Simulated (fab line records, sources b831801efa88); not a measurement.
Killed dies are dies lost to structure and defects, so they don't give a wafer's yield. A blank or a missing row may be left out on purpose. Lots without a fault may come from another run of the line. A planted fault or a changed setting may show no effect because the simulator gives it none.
Split-lot experiment | flow sky130 | 5 lots, 23 wafers read, on a route of 708 steps

THE SPLIT
At SKY_LI_CONTACT_CVD_21 (deposits W, target thk 400 nm, time 120.56 s), the setting temp_c was moved away from the recipe's 400 C on 7 of the 23 wafers read, by -1.7% to +2.8%. The other wafers ran this setting at the recipe's value.

FROM THE SPLIT TO THE READING: what the file shows between them, 1 step
- SKY_LI_CONTACT_RS_MEAS_22: measures by four-point-probe

THE READING
LI_CONTACT_W_THK, in nm, at SKY_LI_CONTACT_THK_MEAS_23 (measures by xrf). Fault-free wafers of this fab line usually give 387 nm, standard deviation 5.7 nm.

wafer  | tool, chamber at the split | temp_c as run, C | against the recipe | LI_CONTACT_W_THK, nm | against lot-mates on the recipe
L076.1 | cvd_w-02, 0                | 400              | recipe             | 386                  | -
L076.2 | cvd_w-02, 1                | 400              | recipe             | 390                  | -
L076.3 | cvd_w-02, 1                | 400              | recipe             | 388                  | -
L076.5 | cvd_w-02, 0                | 400              | recipe             | 383                  | -
L076.6 | cvd_w-02, 1                | 400              | recipe             | 393                  | -
L077.2 | cvd_w-01, 1                | 393.1            | -1.7%              | 343                  | -51
L077.3 | cvd_w-01, 0                | 400              | recipe             | 392                  | -
L077.4 | cvd_w-01, 1                | 400              | recipe             | 392                  | -
L077.5 | cvd_w-01, 1                | 393.1            | -1.7%              | 347                  | -47
L077.6 | cvd_w-01, 0                | 400              | recipe             | 398                  | -
L079.2 | cvd_w-01, 1                | 400              | recipe             | 396                  | -
L079.3 | cvd_w-01, 1                | 400              | recipe             | 397                  | -
L079.4 | cvd_w-01, 0                | 405.7            | +1.4%              | 440                  | +44
L079.5 | cvd_w-01, 1                | 405.7            | +1.4%              | 442                  | +46
L079.6 | cvd_w-01, 0                | 405.7            | +1.4%              | 433                  | +36
L081.2 | cvd_w-02, 1                | 400              | recipe             | 383                  | -
L081.4 | cvd_w-02, 0                | 400              | recipe             | 379                  | -
L081.6 | cvd_w-02, 0                | 400              | recipe             | 379                  | -
L085.1 | cvd_w-01, 0                | 400              | recipe             | 379                  | -
L085.2 | cvd_w-01, 1                | 400              | recipe             | 383                  | -
L085.4 | cvd_w-01, 1                | 400              | recipe             | 380                  | -
L085.5 | cvd_w-01, 0                | 411.2            | +2.8%              | 463                  | +82
L085.6 | cvd_w-01, 1                | 411.2            | +2.8%              | 466                  | +85

THE FIT
A straight line over all 23 wafers: LI_CONTACT_W_THK changes by +28.3 nm for each +1% of temp_c; r = +0.97; the points scatter about the line by 7.2 nm.
The same after taking each lot's own level away (the mean of its wafers on the recipe; 23 wafers): +29.4 nm for each +1%; r = +1.00; scatter 2.8 nm.
On that fit, the largest move of temp_c shifts the reading by 82 nm.
The lots' own levels span 380.3 to 396.5 nm, that is 2.8 times the standard deviation above.
So the lot-to-lot level changes the slope little: the two slopes agree.
Check: with one of the wafers moved furthest among these (+2.8%) left out of the fit, the line predicts +82.8 nm for it against its lot-mates. It came out at +82.3 nm against them.

OTHER SPLITS ON THESE WAFERS
These wafers also went through other splits before the reading. Each is held against what the fit with the lots' levels taken away leaves over:
other split on the same wafers       | wafers away from the commonest value | r with LI_CONTACT_W_THK (lot level and that fit taken away)
SKY_LI_CONTACT_DEVELOP_11 dev_temp_c | 10                                   | +0.13

THE WHOLE CHAIN: every reading that the file lists as answering this split, in the file's order
step                       | what it does                                 | reading                                                                        | change (the file's fit)              | r (the file's)
SKY_LI_CONTACT_CVD_21      | deposits W, target thk 400 nm, time 120.56 s | W_of_LI_CONTACT_CVD_21.thk_nm (the simulator's own value, which no gauge read) | +30.7 nm for each +1% of the setting | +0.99
SKY_LI_CONTACT_RS_MEAS_22  | measures by four-point-probe                 | LI_CONTACT_W_RS                                                                | -0.02 for each +1% of the setting    | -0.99
SKY_LI_CONTACT_THK_MEAS_23 | measures by xrf                              | LI_CONTACT_W_THK                                                               | +29.4 for each +1% of the setting    | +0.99

THE FILE'S OWN FIT
LI_CONTACT_W_THK changes by +29.4 nm for each +1% of temp_c, r = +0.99.
